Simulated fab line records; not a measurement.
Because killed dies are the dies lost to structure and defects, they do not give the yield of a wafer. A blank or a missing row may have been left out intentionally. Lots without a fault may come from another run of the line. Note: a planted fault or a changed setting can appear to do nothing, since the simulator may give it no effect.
fab line records    flow sky130
record lots=10  wafers=30  last_day=49
route steps=708 shown CONTACT@420 METAL1@436 PAD_OPEN@708
lots that met no fault: taken from a fault-free run of the same line
start_h: hours from the record's opening day to when the first of the lot's shown wafers began    wait_h: how many hours have passed since the lot's step before this one    " same as the row above    L1.1+2: a single row standing in for several wafers    - no value, or no start given    * or withheld: withheld    < > ~ a bound
route shown NAME@n: names a module that has steps shown in the file, with the first one's number in the route    usual: average and standard deviation across the fault-free wafers    same: alike in all rows    chamber/n: place in a boat    sites: each site's reading    _std_site: how widely they spread, as a standard deviation    _edge_site: inner sites' mean taken away from outer sites' mean    radius_mm: for every site, how far away it sits from the centre of the wafer    mask NAME#n: copy n    behind: the last tool/chamber to shape the wafer    hold: why the lot was held/for how many hours/how that ended    device: which transistor (n, p or np) failed to switch    end of line: the tests these same wafers got at the end of their route    a step with no rows: only its recipe    killed: dies that structure and defects cost at the first sort, which is not the same as the wafer's yield    map: a wafer's dies, marking killed ones x, the rest . and places with no die _
set.NAME: the setting as run; set.NAME@STEP: as run at that earlier step    model.NAME: the simulator's own value behind a step, which no gauge read
route steps across a sampled set of lots; one table per step, one row per wafer
services: from which hour (start_h, from the record's first day; less than 0 if before it) a tool's chamber was out of use, for how many hours, and why
## steps
# step SKY_CONTACT_CD_MEAS_14
# recipe target_cd_nm=170
# usual cd_nm=170.0/1.6
lot.wafer  tool       chamber  start_h  wait_h  cd_nm
L666.2     cd_sem-01  -        790.53   -       170.0
L666.3     "          -        "        "       169.8
L666.6     "          -        "        "       170.7
L670.3     cd_sem-01  -        791.20   -       170.8
L670.4     "          -        "        "       171.9
L670.6     "          -        "        "       171.3
L669.2     cd_sem-02  -        792.93   -       169.5
L669.3     "          -        "        "       168.7
L669.4     "          -        "        "       169.1
L671.2     cd_sem-02  -        798.93   -       168.6
L671.4     "          -        "        "       168.8
L671.5     "          -        "        "       169.3
L673.4     cd_sem-01  -        832.17   -       168.9
L673.5     "          -        "        "       167.4
L673.6     "          -        "        "       168.8
L674.1     cd_sem-02  -        837.73   -       171.5
L674.2     "          -        "        "       172.5
L674.6     "          -        "        "       173.4
L678.2     cd_sem-01  -        844.08   -       168.7
L678.4     "          -        "        "       169.6
L678.6     "          -        "        "       170.3
L677.2     cd_sem-02  -        845.28   -       169.2
L677.3     "          -        "        "       169.9
L677.5     "          -        "        "       168.7
L681.1     cd_sem-02  -        868.36   -       169.3
L681.4     "          -        "        "       170.5
L681.6     "          -        "        "       170.3
L683.3     cd_sem-01  -        879.32   -       168.5
L683.4     "          -        "        "       168.0
L683.5     "          -        "        "       170.2
# step SKY_CONTACT_SPUTTER_23
# recipe material=TiN  target_thk_nm=20  chamber_pressure_pa=5  power_w=4000  time_s=80
# usual throttle_valve_pct=29.8/0.94
lot.wafer  tool            chamber  start_h  wait_h  throttle_valve_pct
L666.2     pvd_sputter-01  -        791.82   0.0     29.6
L666.3     "               -        "        "       28.8
L666.6     "               -        "        "       28.6
L670.3     pvd_sputter-04  -        792.13   0.0     29.8
L670.4     "               -        "        "       31.6
L670.6     "               -        "        "       29.4
L669.2     pvd_sputter-01  -        793.88   0.0     31.0
L669.3     "               -        "        "       29.8
L669.4     "               -        "        "       28.9
L671.2     pvd_sputter-04  -        799.89   0.0     31.8
L671.4     "               -        "        "       29.3
L671.5     "               -        "        "       30.2
L673.4     pvd_sputter-04  -        833.04   0.0     29.8
L673.5     "               -        "        "       32.0
L673.6     "               -        "        "       29.7
L674.1     pvd_sputter-04  -        838.61   0.0     29.9
L674.2     "               -        "        "       31.5
L674.6     "               -        "        "       29.7
L678.2     pvd_sputter-04  -        844.97   0.0     31.8
L678.4     "               -        "        "       29.4
L678.6     "               -        "        "       31.6
L677.2     pvd_sputter-01  -        846.23   0.0     29.6
L677.3     "               -        "        "       28.7
L677.5     "               -        "        "       29.0
L681.1     pvd_sputter-03  -        869.24   0.0     28.3
L681.4     "               -        "        "       30.7
L681.6     "               -        "        "       29.3
L683.3     pvd_sputter-01  -        880.16   0.0     31.0
L683.4     "               -        "        "       29.8
L683.5     "               -        "        "       29.7
# step SKY_METAL1_SPUTTER_02
# recipe material=AlCu  target_thk_nm=250  power_w=10600  time_s=13.3  chamber_pressure_pa=0.4
# usual throttle_valve_pct=30.2/1.1
lot.wafer  tool            chamber  start_h  wait_h  throttle_valve_pct
L666.2     pvd_sputter-01  -        792.52   0.0     29.8
L666.3     "               -        "        "       31.0
L666.6     "               -        "        "       29.7
L670.3     pvd_sputter-02  -        792.83   0.0     29.4
L670.4     "               -        "        "       30.8
L670.6     "               -        "        "       30.6
L669.2     pvd_sputter-02  -        794.58   0.0     29.3
L669.3     "               -        "        "       31.9
L669.4     "               -        "        "       30.7
L671.2     pvd_sputter-01  -        800.59   0.0     29.1
L671.4     "               -        "        "       30.7
L671.5     "               -        "        "       29.2
L673.4     pvd_sputter-01  -        833.75   0.0     31.0
L673.5     "               -        "        "       29.7
L673.6     "               -        "        "       31.1
L674.1     pvd_sputter-03  -        839.33   0.0     28.7
L674.2     "               -        "        "       29.4
L674.6     "               -        "        "       31.1
L678.2     pvd_sputter-03  -        845.67   0.0     28.5
L678.4     "               -        "        "       28.1
L678.6     "               -        "        "       29.0
L677.2     pvd_sputter-01  -        846.93   0.0     30.6
L677.3     "               -        "        "       28.9
L677.5     "               -        "        "       29.7
L681.1     pvd_sputter-01  -        869.94   0.0     29.5
L681.4     "               -        "        "       28.9
L681.6     "               -        "        "       29.0
L683.3     pvd_sputter-03  -        880.86   0.0     28.7
L683.4     "               -        "        "       31.0
L683.5     "               -        "        "       29.0
# step SKY_METAL1_SPUTTER_04
# recipe material=TiN  target_thk_nm=70  power_w=6500  time_s=58.3  chamber_pressure_pa=0.4
# usual throttle_valve_pct=30.2/1.1
lot.wafer  tool            chamber  start_h  wait_h  throttle_valve_pct
L666.2     pvd_sputter-01  -        792.56   0.0     29.7
L666.3     "               -        "        "       30.8
L666.6     "               -        "        "       29.6
L670.3     pvd_sputter-02  -        792.88   0.0     29.5
L670.4     "               -        "        "       30.8
L670.6     "               -        "        "       30.8
L669.2     pvd_sputter-02  -        794.63   0.0     29.7
L669.3     "               -        "        "       31.9
L669.4     "               -        "        "       30.9
L671.2     pvd_sputter-01  -        800.64   0.0     29.3
L671.4     "               -        "        "       30.8
L671.5     "               -        "        "       29.0
L673.4     pvd_sputter-01  -        833.79   0.0     30.6
L673.5     "               -        "        "       29.8
L673.6     "               -        "        "       30.8
L674.1     pvd_sputter-03  -        839.38   0.0     28.8
L674.2     "               -        "        "       29.3
L674.6     "               -        "        "       31.0
L678.2     pvd_sputter-03  -        845.71   0.0     28.8
L678.4     "               -        "        "       28.1
L678.6     "               -        "        "       28.9
L677.2     pvd_sputter-01  -        846.97   0.0     30.7
L677.3     "               -        "        "       29.2
L677.5     "               -        "        "       29.6
L681.1     pvd_sputter-01  -        869.98   0.0     29.7
L681.4     "               -        "        "       29.1
L681.6     "               -        "        "       29.2
L683.3     pvd_sputter-03  -        880.91   0.0     28.7
L683.4     "               -        "        "       31.1
L683.5     "               -        "        "       28.9
# step SKY_METAL1_RS_MEAS_05
# recipe thk_meas_gauge=four-point-probe  reads=TiN_of_METAL1_SPUTTER_04+Ti_of_METAL1_SPUTTER_03+AlCu_of_METAL1_SPUTTER_02+TiN_of_METAL1_SPUTTER_01+Ti_of_METAL1_SPUTTER_00
# usual METAL1_ALCU_RS=0.1274/0.0017
lot.wafer  tool           chamber  start_h  wait_h  METAL1_ALCU_RS[ohm/sq]
L666.2     film_metro-02  -        792.63   0.0     0.1287
L666.3     "              -        "        "       0.1276
L666.6     "              -        "        "       0.1282
L670.3     film_metro-04  -        792.96   0.1     0.0701
L670.4     "              -        "        "       0.0700
L670.6     "              -        "        "       0.0702
L669.2     film_metro-02  -        794.70   0.0     0.0695
L669.3     "              -        "        "       0.0702
L669.4     "              -        "        "       0.0692
L671.2     film_metro-04  -        800.71   0.0     0.1259
L671.4     "              -        "        "       0.1259
L671.5     "              -        "        "       0.1257
L673.4     film_metro-02  -        833.90   0.1     0.1257
L673.5     "              -        "        "       0.1271
L673.6     "              -        "        "       0.1251
L674.1     film_metro-04  -        839.42   0.0     0.1263
L674.2     "              -        "        "       0.1277
L674.6     "              -        "        "       0.1240
L678.2     film_metro-04  -        845.78   0.0     0.1288
L678.4     "              -        "        "       0.1293
L678.6     "              -        "        "       0.1283
L677.2     film_metro-01  -        847.04   0.0     0.1289
L677.3     "              -        "        "       0.1294
L677.5     "              -        "        "       0.1306
L681.1     film_metro-01  -        870.03   0.0     0.1304
L681.4     "              -        "        "       0.1271
L681.6     "              -        "        "       0.1280
L683.3     film_metro-04  -        880.99   0.1     0.1284
L683.4     "              -        "        "       0.1272
L683.5     "              -        "        "       0.1271
# step SKY_METAL1_THK_MEAS_06
# recipe thk_meas_gauge=xrf  reads=AlCu_of_METAL1_SPUTTER_02
# usual METAL1_ALCU_THK=248/3.8
lot.wafer  tool           chamber  start_h  wait_h  METAL1_ALCU_THK[nm]
L666.2     film_metro-02  -        792.74   0.1     246
L666.3     "              -        "        "       247
L666.6     "              -        "        "       248
L670.3     film_metro-04  -        793.06   0.1     446
L670.4     "              -        "        "       445
L670.6     "              -        "        "       445
L669.2     film_metro-02  -        794.81   0.1     450
L669.3     "              -        "        "       446
L669.4     "              -        "        "       453
L671.2     film_metro-04  -        800.82   0.1     249
L671.4     "              -        "        "       250
L671.5     "              -        "        "       250
L673.4     film_metro-02  -        833.99   0.1     254
L673.5     "              -        "        "       250
L673.6     "              -        "        "       254
L674.1     film_metro-04  -        839.54   0.1     249
L674.2     "              -        "        "       248
L674.6     "              -        "        "       254
L678.2     film_metro-04  -        845.89   0.1     246
L678.4     "              -        "        "       246
L678.6     "              -        "        "       248
L677.2     film_metro-01  -        847.15   0.1     245
L677.3     "              -        "        "       242
L677.5     "              -        "        "       241
L681.1     film_metro-01  -        870.15   0.1     239
L681.4     "              -        "        "       245
L681.6     "              -        "        "       246
L683.3     film_metro-04  -        881.09   0.1     247
L683.4     "              -        "        "       251
L683.5     "              -        "        "       248
# step SKY_METAL1_METAL_ETCH_19
# recipe target_depth_a=3600  stop_on=SiO2  over_etch_frac=0.3  time_s=78  chemistry=Cl2/BCl3  resist_sidewall_deg=88  pressure_mtorr=10  icp_w=900  bias_w=48.5  Cl2_flow_sccm=60  bcl3_flow_sccm=30
# usual drypump_motor_current_A=5.79/0.22  oes_product_au=0.853/0.0061  throttle_valve_pct=22.263/0.0084
lot.wafer  tool          chamber  start_h  wait_h  drypump_motor_current_A  oes_product_au  rf_hours_counter_h  throttle_valve_pct
L666.2     rie_metal-03  0        819.82   0.0     5.96                     0.852           0                   22.260
L666.3     "             0        "        "       5.97                     0.856           -                   22.256
L666.6     "             0        "        "       5.98                     0.853           -                   22.275
L670.3     rie_metal-04  1        820.20   0.1     5.92                     1.017           -                   22.244
L670.4     "             0        "        "       5.74                     1.003           -                   22.264
L670.6     "             1        "        "       5.91                     1.018           -                   22.270
L669.2     rie_metal-03  0        821.76   0.0     5.99                     1.016           1                   22.268
L669.3     "             1        "        "       5.75                     1.004           -                   22.254
L669.4     "             0        "        "       5.99                     1.019           -                   22.256
L671.2     rie_metal-01  0        827.41   0.0     5.83                     0.856           1                   22.264
L671.4     "             1        "        "       5.21                     0.867           -                   22.275
L671.5     "             0        "        "       5.84                     0.867           -                   22.273
L673.4     rie_metal-03  1        860.79   0.1     5.74                     0.859           -                   22.271
L673.5     "             0        "        "       5.98                     0.861           -                   22.256
L673.6     "             1        "        "       5.73                     0.855           -                   22.253
L674.1     rie_metal-04  1        866.11   0.0     5.93                     0.856           10                  22.258
L674.2     "             0        "        "       5.76                     0.858           18                  22.263
L674.6     "             1        "        "       5.90                     0.858           -                   22.259
L678.2     rie_metal-01  0        872.46   0.0     5.86                     0.853           3                   22.265
L678.4     "             0        "        "       5.83                     0.839           -                   22.254
L678.6     "             0        "        "       5.86                     0.851           -                   22.259
L677.2     rie_metal-04  1        873.67   0.0     5.95                     0.852           10                  22.273
L677.3     "             1        "        "       5.94                     0.850           -                   22.274
L677.5     "             1        "        "       5.93                     0.847           -                   22.256
L681.1     rie_metal-03  0        896.07   0.0     5.98                     0.841           4                   22.252
L681.4     "             1        "        "       5.74                     0.854           -                   22.271
L681.6     "             0        "        "       5.97                     0.857           -                   22.263
L683.3     rie_metal-04  1        907.52   0.1     5.93                     0.850           -                   22.254
L683.4     "             1        "        "       5.91                     0.851           -                   22.265
L683.5     "             1        "        "       5.93                     0.852           -                   22.255
# step SKY_PAD_OPEN_PROBE_99
# usual defect_limited_yield=82.8/1.9  killed_at_M0_to_M3=43/7.5  killed_at_M4_up=2.8/1.8  killed_at_contacts=24/5.3  killed_at_front_end=14/4.2  killed_at_other=0.3/0.54  killed_dies=84/9.4  killed_on_rim=16/3.3  killed_open=46/7.1  killed_short=38/6.6  sort_bin_3_pad_short=0.8/0.42  sort_bin_5_function=10.1/1.4  sort_bin_6_memory=6.2/1.1  sort_n_pass=408/9.4  sort_yield_pct=82.8/1.9
# same gross_dies=492  killed_at_back_side=0  sort_bin_4_leakage[%]=0  sort_bin_8_speed[%]=0
lot.wafer  tool       chamber  start_h  wait_h  defect_limited_yield[%]  killed_at_M0_to_M3  killed_at_M4_up  killed_at_contacts  killed_at_front_end  killed_at_other  killed_dies  killed_on_rim  killed_open  killed_short  sort_bin_3_pad_short[%]  sort_bin_5_function[%]  sort_bin_6_memory[%]  sort_n_pass  sort_yield_pct[%]
L666.2     prober-02  -        1120.51  0.1     83.1                     47                  3                18                  15                   0                83           19             48           35            0.2                      12.4                    4.3                   409          83.1
L666.3     prober-02  -        1120.56  0.2     85.8                     33                  0                19                  18                   0                70           13             41           29            0.2                      8.7                     5.3                   422          85.8
L666.6     prober-02  -        1120.71  0.2     80.5                     54                  5                23                  14                   0                96           18             56           40            0.4                      9.8                     9.3                   396          80.5
L670.3     prober-01  -        1122.06  0.2     0                        455                 2                23                  12                   0                492          96             58           32            0.4                      91.5                    8.1                   0            0
L670.4     prober-01  -        1122.11  0.2     0                        465                 1                21                  5                    0                492          96             37           48            1.0                      93.3                    5.7                   0            0
L670.6     prober-01  -        1122.21  0.2     0                        452                 0                22                  17                   1                492          96             46           36            0.6                      93.5                    5.9                   0            0
L669.2     prober-02  -        1123.51  0.1     0                        450                 2                20                  20                   0                492          96             45           37            1.4                      92.1                    6.5                   0            0
L669.3     prober-02  -        1123.56  0.2     0                        434                 6                35                  17                   0                492          96             65           34            1.0                      92.7                    6.3                   0            0
L669.4     prober-02  -        1123.61  0.2     0                        451                 1                26                  14                   0                492          96             52           33            1.2                      92.9                    5.9                   0            0
L671.2     prober-01  -        1126.39  0.1     81.1                     45                  2                30                  16                   0                93           19             52           40            0.6                      11.2                    7.1                   399          81.1
L671.4     prober-01  -        1126.49  0.2     82.3                     44                  3                19                  21                   0                87           27             40           46            0.8                      10.8                    6.1                   405          82.3
L671.5     prober-01  -        1126.54  0.2     82.7                     39                  1                33                  10                   2                85           19             45           39            0.4                      9.6                     7.3                   407          82.7
L673.4     prober-01  -        1152.91  0.2     83.5                     42                  0                29                  10                   0                81           13             52           29            1.4                      9.1                     5.9                   411          83.5
L673.5     prober-01  -        1152.96  0.2     82.7                     50                  2                12                  21                   0                85           18             42           43            1.0                      10.6                    5.7                   407          82.7
L673.6     prober-01  -        1153.01  0.2     82.5                     46                  1                24                  15                   0                86           15             42           44            1.4                      9.8                     6.3                   406          82.5
L674.1     prober-02  -        1154.13  0.4     85.2                     36                  1                26                  9                    1                73           14             45           27            0.4                      8.1                     6.3                   419          85.2
L674.2     prober-02  -        1154.18  0.4     82.7                     41                  1                31                  12                   0                85           17             50           35            1.6                      10.2                    5.5                   407          82.7
L674.6     prober-02  -        1154.38  0.5     84.3                     42                  2                19                  14                   0                77           15             51           26            0                        8.3                     7.3                   415          84.3
L678.2     prober-01  -        1154.70  0.1     81.1                     54                  6                19                  14                   0                93           20             50           43            0.4                      11.2                    7.3                   399          81.1
L678.4     prober-01  -        1154.80  0.2     84.8                     36                  1                20                  17                   1                75           11             43           31            0.4                      8.5                     6.3                   417          84.8
L678.6     prober-01  -        1154.90  0.2     80.5                     47                  5                21                  22                   1                96           18             45           48            0.6                      11.6                    7.3                   396          80.5
L677.2     prober-02  -        1157.77  0.1     79.5                     46                  1                31                  23                   0                101          18             53           48            1.4                      13.6                    5.5                   391          79.5
L677.3     prober-02  -        1157.82  0.2     78.5                     58                  6                21                  20                   1                106          23             58           48            1.2                      12.4                    7.9                   386          78.5
L677.5     prober-02  -        1157.92  0.2     78.9                     54                  8                28                  13                   1                104          18             47           56            1.4                      13.0                    6.7                   388          78.9
L681.1     prober-01  -        1172.30  0.1     85.2                     32                  2                22                  17                   0                73           12             40           32            1.4                      7.5                     5.9                   419          85.2
L681.4     prober-01  -        1172.45  0.2     87.0                     34                  2                17                  11                   0                64           15             34           29            0.2                      8.3                     4.5                   428          87.0
L681.6     prober-01  -        1172.55  0.2     81.7                     48                  1                24                  16                   1                90           17             43           47            1.2                      8.3                     8.7                   402          81.7
L683.3     prober-02  -        1181.03  0.2     83.5                     28                  2                36                  15                   0                81           23             44           37            0.6                      9.1                     6.7                   411          83.5
L683.4     prober-02  -        1181.08  0.2     83.1                     41                  2                27                  13                   0                83           18             49           34            0.6                      8.9                     7.3                   409          83.1
L683.5     prober-02  -        1181.13  0.2     80.3                     50                  5                28                  14                   0                97           22             49           45            0.6                      11.8                    7.3                   395          80.3
# killed by level:class
L666.2 VIA1:geometric_particle:open=15 CONTACT:geometric_particle:open=9 VIA1:geometric_particle:short=7 FIELD_ISO:geometric_particle:open=5 VIA2:geometric_particle:short=5 VIA3:geometric_particle:open=5 LI_CONTACT:geometric_particle:open=4 METAL2:geometric_particle:short=4
L666.3 VIA1:geometric_particle:open=9 FIELD_ISO:geometric_particle:open=7 LI_CONTACT:geometric_particle:open=7 CONTACT:geometric_particle:short=6 VIA2:geometric_particle:open=5 METAL2:geometric_particle:short=5 POLY_GATE:geometric_particle:open=4 METAL1:geometric_particle:short=4
L666.6 VIA1:geometric_particle:open=13 CONTACT:geometric_particle:open=10 LI_CONTACT:geometric_particle:open=8 VIA2:geometric_particle:open=8 METAL1:geometric_particle:short=8 VIA1:geometric_particle:short=5 VIA2:geometric_particle:short=5 VIA3:geometric_particle:open=5
L670.3 METAL1:area_etch=402 VIA1:geometric_particle:open=16 LI_CONTACT:geometric_particle:open=8 VIA2:geometric_particle:open=8 POLY_GATE:geometric_particle:open=6 CONTACT:geometric_particle:open=6 CONTACT:geometric_particle:short=5 METAL2:geometric_particle:short=5
L670.4 METAL1:area_etch=407 METAL1:geometric_particle:short=18 VIA1:geometric_particle:open=15 LI_CONTACT:geometric_particle:short=5 CONTACT:geometric_particle:open=5 VIA3:geometric_particle:open=5 LI_CONTACT:geometric_particle:open=4 CONTACT:geometric_particle:short=4
L670.6 METAL1:area_etch=410 VIA1:geometric_particle:open=15 CONTACT:geometric_particle:open=9 METAL1:geometric_particle:short=9 LI_CONTACT:geometric_particle:open=7 POLY_GATE:geometric_particle:open=4 FIELD_ISO:geometric_particle:short=4 POLY_GATE:geometric_particle:short=4
L669.2 METAL1:area_etch=409 VIA1:geometric_particle:open=12 CONTACT:geometric_particle:open=9 FIELD_ISO:geometric_particle:short=6 VIA1:geometric_particle:short=6 VIA2:geometric_particle:open=5 VIA3:geometric_particle:open=5 POLY_GATE:geometric_particle:short=4
L669.3 METAL1:area_etch=393 VIA1:geometric_particle:open=17 CONTACT:geometric_particle:open=17 FIELD_ISO:geometric_particle:open=7 VIA3:geometric_particle:open=7 LI_CONTACT:geometric_particle:open=6 LI_CONTACT:geometric_particle:short=5 VIA2:geometric_particle:open=4
L669.4 METAL1:area_etch=407 CONTACT:geometric_particle:open=13 VIA1:geometric_particle:open=10 METAL2:geometric_particle:short=7 VIA2:geometric_particle:open=6 LI_CONTACT:geometric_particle:open=5 VIA3:geometric_particle:open=4 POLY_GATE:geometric_particle:short=4
L671.2 CONTACT:geometric_particle:open=13 VIA1:geometric_particle:open=13 LI_CONTACT:geometric_particle:open=8 VIA1:geometric_particle:short=6 METAL1:geometric_particle:short=5 VIA2:geometric_particle:short=5 POLY_GATE:geometric_particle:open=4 POLY_GATE:geometric_particle:short=4
L671.4 VIA1:geometric_particle:open=10 CONTACT:geometric_particle:open=7 VIA2:geometric_particle:open=7 METAL1:geometric_particle:short=6 FIELD_ISO:geometric_particle:open=5 VIA1:geometric_particle:short=5 VIA2:geometric_particle:short=5 FIELD_ISO:geometric_particle:short=4
L671.5 LI_CONTACT:geometric_particle:open=11 CONTACT:geometric_particle:open=10 METAL1:geometric_particle:short=10 VIA1:geometric_particle:open=9 LOCAL_INTERCONNECT:geometric_particle:short=6 VIA2:geometric_particle:open=6 METAL2:geometric_particle:short=5 CONTACT:geometric_particle:short=4
L673.4 CONTACT:geometric_particle:open=14 LI_CONTACT:geometric_particle:open=9 VIA2:geometric_particle:open=8 VIA1:geometric_particle:open=8 METAL1:geometric_particle:short=6 POLY_GATE:geometric_particle:short=5 VIA1:geometric_particle:short=5 POLY_GATE:geometric_particle:open=4
L673.5 VIA1:geometric_particle:open=13 VIA3:geometric_particle:open=8 CONTACT:geometric_particle:short=7 VIA2:geometric_particle:open=7 POLY_GATE:geometric_particle:short=6 VIA3:geometric_particle:short=6 FIELD_ISO:geometric_particle:short=5 FIELD_ISO:geometric_particle:open=4
L673.6 VIA1:geometric_particle:open=13 VIA1:geometric_particle:short=10 LI_CONTACT:geometric_particle:open=7 CONTACT:geometric_particle:open=7 POLY_GATE:geometric_particle:short=6 FIELD_ISO:geometric_particle:short=5 METAL1:geometric_particle:short=5 CONTACT:geometric_particle:short=4
L674.1 VIA3:geometric_particle:open=9 CONTACT:geometric_particle:open=9 VIA2:geometric_particle:open=8 CONTACT:geometric_particle:short=7 VIA1:geometric_particle:open=6 LI_CONTACT:geometric_particle:open=5 LI_CONTACT:geometric_particle:short=3 METAL1:geometric_particle:short=3
L674.2 CONTACT:geometric_particle:open=11 VIA2:geometric_particle:open=9 LI_CONTACT:geometric_particle:open=7 METAL2:geometric_particle:short=6 LI_CONTACT:geometric_particle:short=5 LOCAL_INTERCONNECT:geometric_particle:short=5 METAL1:geometric_particle:short=5 VIA1:geometric_particle:open=5
L674.6 VIA1:geometric_particle:open=9 CONTACT:geometric_particle:open=7 VIA2:geometric_particle:open=7 LI_CONTACT:geometric_particle:open=5 VIA3:geometric_particle:open=5 METAL2:geometric_particle:short=5 METAL2:geometric_particle:open=4 FIELD_ISO:geometric_particle:open=3
L678.2 VIA1:geometric_particle:open=12 VIA3:geometric_particle:open=8 VIA1:geometric_particle:short=6 CONTACT:geometric_particle:open=6 VIA2:geometric_particle:open=6 VIA2:geometric_particle:short=6 LI_CONTACT:geometric_particle:open=5 METAL2:geometric_particle:short=5
L678.4 VIA1:geometric_particle:open=12 METAL1:geometric_particle:short=8 CONTACT:geometric_particle:open=7 LI_CONTACT:geometric_particle:open=6 FIELD_ISO:geometric_particle:open=5 CONTACT:geometric_particle:short=4 FIELD_ISO:geometric_particle:short=3 METAL2:geometric_particle:short=3
L678.6 METAL1:geometric_particle:short=14 CONTACT:geometric_particle:open=9 VIA1:geometric_particle:open=9 VIA2:geometric_particle:open=8 FIELD_ISO:geometric_particle:open=7 METAL2:geometric_particle:short=5 VIA3:geometric_particle:open=5 FIELD_ISO:geometric_particle:short=4
L677.2 VIA2:geometric_particle:open=10 LI_CONTACT:geometric_particle:open=8 LOCAL_INTERCONNECT:geometric_particle:short=7 VIA3:geometric_particle:open=7 METAL1:geometric_particle:short=7 FIELD_ISO:geometric_particle:open=6 CONTACT:geometric_particle:open=6 LI_CONTACT:geometric_particle:short=6
L677.3 VIA2:geometric_particle:open=13 VIA1:geometric_particle:open=9 METAL2:geometric_particle:short=9 POLY_GATE:geometric_particle:short=8 POLY_GATE:geometric_particle:open=7 CONTACT:geometric_particle:open=7 VIA3:geometric_particle:open=6 LOCAL_INTERCONNECT:geometric_particle:short=6
L677.5 VIA1:geometric_particle:open=11 CONTACT:geometric_particle:open=9 VIA3:geometric_particle:open=8 METAL1:geometric_particle:short=7 VIA1:geometric_particle:short=7 LI_CONTACT:geometric_particle:open=6 METAL4:geometric_particle:short=6 LOCAL_INTERCONNECT:geometric_particle:short=5
L681.1 CONTACT:geometric_particle:open=10 METAL1:geometric_particle:short=6 LI_CONTACT:geometric_particle:open=5 CONTACT:geometric_particle:short=5 VIA2:geometric_particle:open=5 VIA1:geometric_particle:open=4 POLY_GATE:geometric_particle:short=4 VIA3:geometric_particle:open=4
L681.4 CONTACT:geometric_particle:open=8 METAL1:geometric_particle:short=7 VIA3:geometric_particle:open=6 VIA1:geometric_particle:open=5 LI_CONTACT:geometric_particle:open=4 FIELD_ISO:geometric_particle:open=3 VIA1:geometric_particle:short=3 VIA2:geometric_particle:open=3
L681.6 CONTACT:geometric_particle:open=9 VIA1:geometric_particle:open=8 METAL1:geometric_particle:short=8 VIA2:geometric_particle:open=7 VIA3:geometric_particle:short=7 POLY_GATE:geometric_particle:short=6 LI_CONTACT:geometric_particle:open=6 CONTACT:geometric_particle:short=5
L683.3 CONTACT:geometric_particle:open=11 LI_CONTACT:geometric_particle:open=9 LI_CONTACT:geometric_particle:short=8 FIELD_ISO:geometric_particle:short=6 VIA1:geometric_particle:open=6 VIA3:geometric_particle:open=6 FIELD_ISO:geometric_particle:open=4 METAL1:geometric_particle:short=4
L683.4 VIA3:geometric_particle:open=11 METAL2:geometric_particle:short=9 LI_CONTACT:geometric_particle:open=9 CONTACT:geometric_particle:open=9 FIELD_ISO:geometric_particle:open=7 VIA2:geometric_particle:open=5 FIELD_ISO:geometric_particle:short=4 LOCAL_INTERCONNECT:geometric_particle:short=3
L683.5 LI_CONTACT:geometric_particle:open=12 VIA1:geometric_particle:open=12 VIA3:geometric_particle:open=9 METAL2:geometric_particle:short=8 FIELD_ISO:geometric_particle:short=7 VIA2:geometric_particle:open=5 METAL4:geometric_particle:short=5 FIELD_ISO:geometric_particle:open=4
## services
tool            chamber  start_h  hours  kind
rie_metal-03    0        777.55   -      clean
rie_metal-03    0        777.55   25.3   scheduled_down
rie_metal-03    0        777.55   25.3   vent_cycle
rie_metal-01    0        779.00   39.4   repair
rie_metal-01    1        779.14   12.5   repair
pvd_sputter-03  -        789.07   8.0    repair
pvd_sputter-01  -        812.13   1.7    repair
rie_metal-04    -        831.22   2.8    pm
pvd_sputter-04  -        859.11   0.8    repair
rie_metal-03    0        867.42   2.0    repair
pvd_sputter-02  -        877.06   3.1    repair
rie_metal-01    0        879.50   2.3    repair
rie_metal-01    0        890.76   28.6   repair
rie_metal-04    0        897.29   -      clean
rie_metal-04    0        897.29   19.5   scheduled_down
rie_metal-04    0        897.29   19.5   vent_cycle
rie_metal-01    1        901.53   36.5   repair
pvd_sputter-04  -        905.06   6.7    repair
## key
first_sign step=SKY_METAL1_RS_MEAS_05  reading=METAL1_ALCU_RS  direction=down  sigmas=35  usual=0.1274  struck=0.0699
effect step=SKY_METAL1_THK_MEAS_06  reading=METAL1_ALCU_THK  direction=up  sigmas=53  usual=248  struck=447
effect step=SKY_METAL1_METAL_ETCH_19  reading=oes_product_au  direction=up  sigmas=26  usual=0.853  struck=1.013
effect step=SKY_PAD_OPEN_PROBE_99  reading=sort_bin_5_function  direction=up  sigmas=58  usual=10.1  struck=92.6
more_kills_born_at SKY_METAL1_METAL_ETCH_19@rie_metal-04=1219  SKY_METAL1_METAL_ETCH_19@rie_metal-03=1209
met_at SKY_METAL1_SPUTTER_02
struck_lots L669,L670
later_rows_left_out L669.2,L669.3,L669.4,L670.3,L670.4,L670.6
not_acting_at SKY_CONTACT_CD_MEAS_14,SKY_CONTACT_SPUTTER_23,SKY_METAL1_SPUTTER_04
fault kind=process_parameter_drift  tool=pvd_sputter-02  chamber=-  onset_h=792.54  steps=SKY_METAL1_SPUTTER_02  channel=target_thk_nm  offset=199.06  shape=step  acts_in=these_recipes_only  stated=250
# later_rows_left_out: the simulator's readings of these wafers behind a module that went badly wrong aren't trusted and aren't shown, but for the sort
